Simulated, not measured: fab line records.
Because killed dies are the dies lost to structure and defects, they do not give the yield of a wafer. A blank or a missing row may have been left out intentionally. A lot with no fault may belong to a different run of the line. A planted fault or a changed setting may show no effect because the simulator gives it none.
Which tool was responsible? || flow sky130 || 15 lots, 45 wafers sampled, at 1 step of a route of 708

WHAT THE GAUGES READ, wafer by wafer
SKY_CAP2M_THK_MEAS_01. Usual: for CAP2M_CVD_00_THK the level is 15.51 nm and the standard deviation is 0.26.
{"lot": "L216", "measured": "day 40 13:41", "on": "film metro-02", "CAP2M_CVD_00_THK (nm)": "15.26 14.97 15.34", "flag": ""}
{"lot": "L218", "measured": "day 41 05:41", "on": "film metro-01", "CAP2M_CVD_00_THK (nm)": "15.34 15.39 15.53", "flag": ""}
{"lot": "L222", "measured": "day 42 16:58", "on": "film metro-01", "CAP2M_CVD_00_THK (nm)": "15.58 15.78 15.81", "flag": ""}
{"lot": "L223", "measured": "day 42 18:35", "on": "film metro-01", "CAP2M_CVD_00_THK (nm)": "15.68 16.00 15.85", "flag": ""}
{"lot": "L224", "measured": "day 43 09:58", "on": "film metro-01", "CAP2M_CVD_00_THK (nm)": "15.17 15.12 15.39", "flag": ""}
{"lot": "L230", "measured": "day 44 13:48", "on": "film metro-02", "CAP2M_CVD_00_THK (nm)": "15.62 15.45 15.30", "flag": ""}
{"lot": "L229", "measured": "day 44 15:07", "on": "film metro-01", "CAP2M_CVD_00_THK (nm)": "15.51 15.56 15.75", "flag": ""}
{"lot": "L231", "measured": "day 44 16:29", "on": "film metro-01", "CAP2M_CVD_00_THK (nm)": "15.31 15.41 15.45", "flag": ""}
{"lot": "L232", "measured": "day 44 23:22", "on": "film metro-01", "CAP2M_CVD_00_THK (nm)": "15.24 15.43 15.40", "flag": ""}
{"lot": "L233", "measured": "day 45 02:14", "on": "film metro-01", "CAP2M_CVD_00_THK (nm)": "15.42 15.44 15.80", "flag": ""}
{"lot": "L234", "measured": "day 45 11:19", "on": "film metro-01", "CAP2M_CVD_00_THK (nm)": "15.33 15.67 15.52", "flag": ""}
{"lot": "L236", "measured": "day 45 19:28", "on": "film metro-04", "CAP2M_CVD_00_THK (nm)": "15.18 15.52 15.74", "flag": ""}
{"lot": "L237", "measured": "day 45 23:56", "on": "film metro-02", "CAP2M_CVD_00_THK (nm)": "15.28 15.83 15.42", "flag": ""}
{"lot": "L238", "measured": "day 46 09:36", "on": "film metro-04", "CAP2M_CVD_00_THK (nm)": "15.53 15.91 16.08", "flag": ""}
{"lot": "L239", "measured": "day 46 19:06", "on": "film metro-01", "CAP2M_CVD_00_THK (nm)": "15.20 15.25 14.81", "flag": ""}

WHAT TOOL EACH LOT RAN ON (gives the tool, then ch and the chambers of the sampled wafers, and finally the start)
No process step before these readings appears in the record.

WHAT THE TOOLS THEMSELVES READ (means of the sampled wafers that have a number; where no wafer has one, the mark that the record gives instead)
The record holds no such reading with a usual standard deviation.

THE ANSWER, worked out from the rows above alone
Rule: a lot is off if the mean of its wafers that have a number lies more than 3 standard deviations from the usual mean. A lot without any number at a reading at which 4 lots or more have one is off too. All remaining lots with rows at the step are treated as sound. After the gauges, taken in route order, come the tools' own readings; for these a lot's mean is taken, as printed above. The first step at which some lot is off is used, and at that step the reading that is off furthest; a lot without a number counts as furthest.
None of the lots is off at any reading shown; this tells nothing.

WHAT THE SIMULATOR HAD PUT IN
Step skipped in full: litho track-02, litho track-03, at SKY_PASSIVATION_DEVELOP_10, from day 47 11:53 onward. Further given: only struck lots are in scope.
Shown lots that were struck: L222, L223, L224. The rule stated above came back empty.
